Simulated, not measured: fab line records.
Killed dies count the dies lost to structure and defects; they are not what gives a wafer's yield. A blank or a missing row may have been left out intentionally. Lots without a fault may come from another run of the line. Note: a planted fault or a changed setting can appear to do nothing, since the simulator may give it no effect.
fab line records    flow sfq_line
record: lots: 14  wafers: 42  last_day: 80
route steps=325 shown I5@236 I6@276 M7@291 M8@321
lots that met no fault: from a run of the same line without faults
start_h: the number of hours between the record's first day and the start of the first shown wafer of the lot    wait_h: hours from the lot's prior step to this one    " the same as in the row above    L1.1+2: one row covering several wafers at once    - either no value or no given start    * or withheld: withheld    < > ~ a bound
route shown NAME@n: names a module that has steps shown in the file, with the first one's number in the route    usual: the fault-free wafers' mean and standard deviation    same: alike in all rows    chamber/n: place in a boat    sites: each site's reading    _std_site: how widely they spread, as a standard deviation    _edge_site: inner sites' mean taken away from outer sites' mean    radius_mm: how far each site lies from the wafer's centre    mask NAME#n: copy n    behind: the last tool/chamber to shape the wafer    hold: why the lot went on hold/how many hours it stayed there/how the hold came to an end    device: the transistor (n, p or np) that didn't switch    end of line: tests run on the same wafers once the route is complete    where a step has no rows: the recipe by itself    killed: dies lost to structure and defects at the first sort, not the wafer's yield    map: dies across one wafer; x = killed, . = not, _ = none there
set.NAME: the run value of the setting; set.NAME@STEP: its run value at that earlier step    model.NAME: the simulator's own value behind a step, which no gauge read
route steps across a sampled set of lots; one table per step, one row per wafer
services: when a tool's chamber went out of use (start_h, in hours from the record's first day, below 0 if earlier), for how many hours, and the reason
== steps ==
step: SFQ_TRILAYER_I5_BARC_OPEN_VIA_ETCH_200
recipe: mask_material: PR  chemistry: O2  target_depth_nm: 125  target: BARC  source_w: 500  bias_w: 80  pressure_mtorr: 30  time_s: 41.7
usual: drypump_motor_current_A: 5.5/0.42  oes_product_au: 0.685/0.0046
lot.wafer  tool         chamber  start_h  wait_h  drypump_motor_current_A  oes_product_au  rf_hours_counter_h
L926.2     rie_diel-02  1        1382.34  0.0     5.6                      0.682           12
L926.3     "            0        "        "       5.3                      0.682           4
L926.6     "            0        "        "       5.3                      0.689           -
L927.1     rie_diel-03  0        1383.54  0.0     5.8                      0.685           15
L927.4     "            3        "        "       5.5                      0.689           18
L927.6     "            1        "        "       6.0                      0.688           -
L928.1     rie_diel-02  0        1384.74  0.0     5.3                      0.678           5
L928.3     "            3        "        "       5.2                      0.687           15
L928.5     "            0        "        "       5.3                      0.681           -
L930.1     rie_diel-04  1        1450.84  0.0     5.6                      0.682           4
L930.3     "            2        "        "       4.9                      0.683           8
L930.4     "            0        "        "       5.0                      0.687           9
L931.2     rie_diel-03  2        1452.04  0.0     5.1                      0.685           19
L931.4     "            0        "        "       5.8                      0.688           16
L931.6     "            3        "        "       5.5                      0.686           -
L932.2     rie_diel-02  1        1453.24  0.0     5.5                      0.687           14
L932.4     "            3        "        "       5.2                      0.685           17
L932.6     "            2        "        "       6.1                      0.681           -
L933.1     rie_diel-04  2        1454.44  0.0     4.9                      0.685           9
L933.4     "            1        "        "       5.6                      0.689           4
L933.5     "            1        "        "       5.6                      0.685           -
L934.2     rie_diel-03  0        1455.64  0.0     5.8                      0.681           16
L934.4     "            3        "        "       5.5                      0.691           19
L934.5     "            2        "        "       5.1                      0.692           -
L935.1     rie_diel-02  1        1456.84  0.0     5.5                      0.687           14
L935.2     "            3        "        "       5.2                      0.682           17
L935.5     "            0        "        "       5.3                      0.685           -
L936.1     rie_diel-04  3        1458.04  0.0     6.3                      0.688           18
L936.2     "            2        "        "       4.9                      0.683           9
L936.4     "            1        "        "       5.6                      0.692           5
L943.1     rie_diel-03  0        1612.72  0.0     5.8                      0.688           19
L943.2     "            1        "        "       5.9                      0.680           8
L943.5     "            1        "        "       5.9                      0.676           -
L946.2     rie_diel-02  3        1622.32  0.0     5.2                      0.684           20
L946.5     "            1        "        "       5.6                      0.680           -
L946.6     "            2        "        "       6.1                      0.689           -
L948.1     rie_diel-03  1        1626.02  0.0     5.9                      0.689           8
L948.2     "            0        "        "       5.8                      0.691           19
L948.3     "            3        "        "       5.5                      0.694           0
L949.3     rie_diel-04  0        1633.31  0.0     5.0                      0.694           12
L949.4     "            2        "        "       4.9                      0.681           11
L949.6     "            0        "        "       5.0                      0.681           -
step: SFQ_I6_OVL_MEAS_942
usual: I6_OVL: -4/5.7
lot.wafer  tool        chamber  start_h  wait_h  I6_OVL[nm]
L926.2     overlay-01  -        1548.11  0.1     -6
L926.3     "           -        "        "       -1
L926.6     "           -        "        "       -6
L927.1     overlay-02  -        1592.51  0.1     -6
L927.4     "           -        "        "       1
L927.6     "           -        "        "       -1
L928.1     overlay-02  -        1683.75  0.1     0
L928.3     "           -        "        "       -3
L928.5     "           -        "        "       0
L930.1     overlay-02  -        1731.75  0.1     3
L930.3     "           -        "        "       1
L930.4     "           -        "        "       0
L931.2     overlay-02  -        1741.36  0.1     -3
L931.4     "           -        "        "       -1
L931.6     "           -        "        "       0
L932.2     overlay-02  -        1743.76  0.1     -8
L932.4     "           -        "        "       -5
L932.6     "           -        "        "       1
L933.1     overlay-02  -        1747.35  0.1     2
L933.4     "           -        "        "       6
L933.5     "           -        "        "       6
L934.2     overlay-02  -        1748.56  0.1     -4
L934.4     "           -        "        "       4
L934.5     "           -        "        "       -4
L935.1     overlay-02  -        1749.75  0.1     5
L935.2     "           -        "        "       4
L935.5     "           -        "        "       6
L936.1     overlay-02  -        1750.95  0.1     -10
L936.2     "           -        "        "       -7
L936.4     "           -        "        "       -7
L943.1     overlay-02  -        1776.15  0.1     -6
L943.2     "           -        "        "       -2
L943.5     "           -        "        "       -5
L946.2     overlay-01  -        1783.36  0.1     -1
L946.5     "           -        "        "       -2
L946.6     "           -        "        "       -3
L948.1     overlay-01  -        1785.75  0.1     -6
L948.2     "           -        "        "       -10
L948.3     "           -        "        "       -7
L949.3     overlay-01  -        1788.16  0.1     0
L949.4     "           -        "        "       -8
L949.6     "           -        "        "       -9
step: SFQ_M7_OVL_MEAS_945
usual: M7_OVL: 2/5
lot.wafer  tool        chamber  start_h  wait_h  M7_OVL[nm]
L926.2     overlay-01  -        1654.98  0.1     5
L926.3     "           -        "        "       2
L926.6     "           -        "        "       1
L927.1     overlay-01  -        1683.77  0.1     0
L927.4     "           -        "        "       4
L927.6     "           -        "        "       3
L928.1     overlay-01  -        1760.37  0.1     4
L928.3     "           -        "        "       2
L928.5     "           -        "        "       0
L930.1     overlay-02  -        1818.05  0.1     5
L930.3     "           -        "        "       -5
L930.4     "           -        "        "       -10
L931.2     overlay-02  -        1825.26  0.1     -1
L931.4     "           -        "        "       9
L931.6     "           -        "        "       7
L932.2     overlay-01  -        1826.46  0.1     1
L932.4     "           -        "        "       4
L932.6     "           -        "        "       4
L933.1     overlay-02  -        1832.58  0.1     -1
L933.4     "           -        "        "       2
L933.5     "           -        "        "       3
L934.2     overlay-01  -        1833.78  0.1     15
L934.4     "           -        "        "       13
L934.5     "           -        "        "       8
L935.1     overlay-01  -        1834.98  0.1     10
L935.2     "           -        "        "       7
L935.5     "           -        "        "       7
L936.1     overlay-02  -        1837.38  0.1     1
L936.2     "           -        "        "       8
L936.4     "           -        "        "       5
L943.1     overlay-01  -        1866.18  0.1     7
L943.2     "           -        "        "       12
L943.5     "           -        "        "       2
L946.2     overlay-02  -        1875.91  0.1     1
L946.5     "           -        "        "       -3
L946.6     "           -        "        "       7
L948.1     overlay-01  -        1880.70  0.1     2
L948.2     "           -        "        "       8
L948.3     "           -        "        "       6
L949.3     overlay-02  -        1883.11  0.1     3
L949.4     "           -        "        "       3
L949.6     "           -        "        "       -1
step: SFQ_TRILAYER_M8_DEP_EVAP_196
recipe: material: Au  angular_spread_deg: 1  target_thk_nm: 180  time_s: 900  power_w: 2000
lot.wafer   tool            chamber  start_h  wait_h
L926.2+3+6  pvd_sputter-01  -        1805.11  0.1
L927.1+4+6  pvd_sputter-02  -        1820.71  0.1
L928.1+3+5  pvd_sputter-01  -        1832.51  0.1
L930.1+3+4  pvd_sputter-01  -        1841.92  0.1
L931.2+4+6  pvd_sputter-02  -        1843.12  0.1
L932.2+4+6  pvd_sputter-01  -        1844.32  0.1
L933.1+4+5  pvd_sputter-02  -        1850.32  0.1
L934.2+4+5  pvd_sputter-01  -        1851.74  0.2
L935.1+2+5  pvd_sputter-02  -        1853.92  0.1
L936.1+2+4  pvd_sputter-01  -        1855.12  0.1
L943.1+2+5  pvd_sputter-02  -        1906.58  0.1
L946.2+5+6  pvd_sputter-01  -        1912.58  0.1
L948.1+2+3  pvd_sputter-01  -        1914.98  0.1
L949.3+4+6  pvd_sputter-02  -        1916.18  0.1
step: SFQ_M8_RS_MEAS_949
recipe: thk_meas_gauge: four-point-probe  reads: Au_of_TRILAYER_M8_DEP_EVAP_196+Pt_of_TRILAYER_M8_DEP_EVAP_198+Ti_of_TRILAYER_M8_DEP_EVAP_197
usual: M8_AU_RS: 0.1536/0.0015
lot.wafer  tool           chamber  start_h  wait_h  M8_AU_RS[ohm/sq]
L926.2     film_metro-04  -        1805.64  0.3     0.1539
L926.3     "              -        "        "       0.1543
L926.6     "              -        "        "       0.1544
L927.1     film_metro-04  -        1821.22  0.3     0.1539
L927.4     "              -        "        "       0.1527
L927.6     "              -        "        "       0.1536
L928.1     film_metro-02  -        1833.02  0.3     0.1553
L928.3     "              -        "        "       0.1559
L928.5     "              -        "        "       0.1545
L930.1     film_metro-04  -        1842.43  0.3     0.1539
L930.3     "              -        "        "       0.1533
L930.4     "              -        "        "       0.1535
L931.2     film_metro-02  -        1843.65  0.3     0.1541
L931.4     "              -        "        "       0.1544
L931.6     "              -        "        "       0.1539
L932.2     film_metro-02  -        1844.85  0.3     0.1536
L932.4     "              -        "        "       0.1554
L932.6     "              -        "        "       0.1544
L933.1     film_metro-02  -        1850.83  0.3     0.1551
L933.4     "              -        "        "       0.1528
L933.5     "              -        "        "       0.1529
L934.2     film_metro-04  -        1852.80  0.5     0.1530
L934.4     "              -        "        "       0.1536
L934.5     "              -        "        "       0.1536
L935.1     film_metro-04  -        1854.43  0.3     0.1549
L935.2     "              -        "        "       0.1520
L935.5     "              -        "        "       0.1519
L936.1     film_metro-03  -        1855.63  0.3     0.1565
L936.2     "              -        "        "       0.1548
L936.4     "              -        "        "       0.1563
L943.1     film_metro-03  -        1907.09  0.3     0.1553
L943.2     "              -        "        "       0.1556
L943.5     "              -        "        "       0.1558
L946.2     film_metro-04  -        1913.11  0.3     0.1411
L946.5     "              -        "        "       0.1498
L946.6     "              -        "        "       0.1395
L948.1     film_metro-02  -        1915.49  0.3     0.1551
L948.2     "              -        "        "       0.1430
L948.3     "              -        "        "       0.1425
L949.3     film_metro-04  -        1916.73  0.3     0.1553
L949.4     "              -        "        "       0.1529
L949.6     "              -        "        "       0.1534
step: SFQ_M8_THK_MEAS_950
recipe: thk_meas_gauge: xrf  reads: Au_of_TRILAYER_M8_DEP_EVAP_196
usual: M8_AU_THK: 184.4/1.8
lot.wafer  tool           chamber  start_h  wait_h  M8_AU_THK[nm]
L926.2     film_metro-04  -        1805.75  0.1     184.1
L926.3     "              -        "        "       184.7
L926.6     "              -        "        "       183.6
L927.1     film_metro-04  -        1821.34  0.1     184.0
L927.4     "              -        "        "       186.1
L927.6     "              -        "        "       184.6
L928.1     film_metro-02  -        1833.14  0.1     182.4
L928.3     "              -        "        "       181.1
L928.5     "              -        "        "       182.9
L930.1     film_metro-04  -        1842.55  0.1     185.0
L930.3     "              -        "        "       184.6
L930.4     "              -        "        "       185.0
L931.2     film_metro-02  -        1843.76  0.1     183.5
L931.4     "              -        "        "       183.8
L931.6     "              -        "        "       183.8
L932.2     film_metro-02  -        1844.96  0.1     183.6
L932.4     "              -        "        "       182.2
L932.6     "              -        "        "       183.4
L933.1     film_metro-02  -        1850.95  0.1     182.3
L933.4     "              -        "        "       184.7
L933.5     "              -        "        "       184.2
L934.2     film_metro-04  -        1852.91  0.1     183.8
L934.4     "              -        "        "       183.4
L934.5     "              -        "        "       183.0
L935.1     film_metro-04  -        1854.55  0.1     180.8
L935.2     "              -        "        "       184.9
L935.5     "              -        "        "       185.2
L936.1     film_metro-03  -        1855.75  0.1     182.0
L936.2     "              -        "        "       183.6
L936.4     "              -        "        "       182.5
L943.1     film_metro-03  -        1907.21  0.1     181.6
L943.2     "              -        "        "       182.1
L943.5     "              -        "        "       180.9
L946.2     film_metro-04  -        1913.22  0.1     199.9
L946.5     "              -        "        "       188.0
L946.6     "              -        "        "       202.8
L948.1     film_metro-02  -        1915.61  0.1     184.0
L948.2     "              -        "        "       198.8
L948.3     "              -        "        "       198.8
L949.3     film_metro-04  -        1916.83  0.1     181.5
L949.4     "              -        "        "       185.2
L949.6     "              -        "        "       184.5
== services ==
tool            chamber  start_h  hours  kind
rie_diel-04     0        1364.21  14.2   repair
rie_diel-03     0        1388.43  9.5    repair
rie_diel-02     2        1403.92  9.9    repair
rie_diel-02     -        1406.84  1.0    repair
rie_diel-02     -        1435.16  0.4    repair
rie_diel-04     -        1460.43  0.7    repair
pvd_sputter-02  -        1473.70  2.1    repair
rie_diel-04     -        1527.47  1.8    repair
pvd_sputter-02  -        1547.84  1.8    repair
rie_diel-02     0        1556.60  10.8   repair
rie_diel-04     -        1585.16  2.8    pm
rie_diel-04     -        1602.38  4.0    pm
rie_diel-03     2        1602.46  5.0    repair
rie_diel-04     0        1608.97  2.8    repair
rie_diel-04     0        1619.37  2.6    repair
pvd_sputter-01  -        1632.67  0.5    repair
rie_diel-03     1        1656.94  2.0    repair
rie_diel-02     -        1666.09  15.6   pm
pvd_sputter-01  -        1705.03  1.3    repair
rie_diel-03     1        1818.90  54.2   repair
pvd_sputter-01  -        1836.99  3.7    repair
pvd_sputter-02  -        1844.10  1.8    repair
rie_diel-02     0        1850.44  5.2    repair
rie_diel-02     3        1886.60  10.9   repair
== key ==
first_sign: step: SFQ_M8_RS_MEAS_949  reading: M8_AU_RS  direction: down  sigmas: 8.3  usual: 0.1536  struck: 0.1415
effect: step: SFQ_M8_THK_MEAS_950  reading: M8_AU_THK  direction: up  sigmas: 8.8  usual: 184.4  struck: 200.1
met_at SFQ_TRILAYER_M8_DEP_EVAP_196
struck_lots L946,L948
struck_wafers L946.2,L946.6,L948.2,L948.3
not_acting_at SFQ_TRILAYER_I5_BARC_OPEN_VIA_ETCH_200,SFQ_I6_OVL_MEAS_942,SFQ_M7_OVL_MEAS_945
onset_between 1855.12 1912.58
fault: kind: process_parameter_drift  tool: pvd_sputter-01  chamber: -  onset_h: 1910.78  steps: SFQ_TRILAYER_M8_DEP_EVAP_196  channel: target_thk_nm  offset: 14.418  shape: step  end_h: 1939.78  scope: struck_wafers_only  acts_in: these_recipes_only  stated: 180
